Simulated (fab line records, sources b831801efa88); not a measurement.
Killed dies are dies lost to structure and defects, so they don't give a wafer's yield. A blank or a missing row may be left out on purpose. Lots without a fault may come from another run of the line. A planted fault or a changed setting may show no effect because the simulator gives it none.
Chamber matching | flow sky130 | SKY_CONTACT_CVD_00 on pecvd-04: 3 sister chambers
The step deposits Si3N4, target thk 75 nm. 14 wafers are shown with their chamber, then 7 later ones without.

WAFERS WITH THEIR CHAMBER
wafer  | chamber | heater_power_w (W)
L081.3 | 0       | 630
L081.4 | 1       | 782
L081.6 | 0       | 635
L083.2 | 0       | 712
L083.4 | 2       | 764
L083.6 | 1       | 795
L089.1 | 2       | 770
L089.5 | 0       | 731
L089.6 | 2       | 764
L090.1 | 2       | 621
L090.3 | 2       | 622
L090.6 | 2       | 622
L092.2 | 2       | 645
L092.5 | 1       | 668

SIGNATURES (means of the wafers above)
reading        | chamber 0 | chamber 1 | chamber 2 | scatter within a chamber
heater_power_w | 677.00    | 748.33    | 686.86    | 68.2
Rule: a wafer's distance from a chamber is the root of the sum, over the readings, of the square of ((its reading less the chamber's mean) divided by the reading's scatter). The wafer belongs to the nearest chamber; if the next one is less than 2 further off, it can't be placed. The scatter: the root of (the sum of the squares of (reading less its chamber's mean) over the shown wafers, divided by (wafers less chambers)).

WAFERS WITHOUT THEIR CHAMBER
wafer  | heater_power_w (W)
L092.6 | 727
L095.1 | 687
L095.5 | 674
L095.6 | 736
L096.2 | 695
L096.4 | 742
L096.5 | 704

WHICH CHAMBER EACH WENT THROUGH
wafer  | from the rows above          | in truth
L092.6 | can't be placed: 1 or 2 or 0 | 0
L095.1 | can't be placed: 2 or 0 or 1 | 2
L095.5 | can't be placed: 0 or 2 or 1 | 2
L095.6 | can't be placed: 1 or 2 or 0 | 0
L096.2 | can't be placed: 2 or 0 or 1 | 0
L096.4 | can't be placed: 1 or 2 or 0 | 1
L096.5 | can't be placed: 2 or 0 or 1 | 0
Placed correctly: 0 of 7. Can't be placed from these rows: 7 (the true chamber is among the candidates in 7). Placed wrongly: 0.
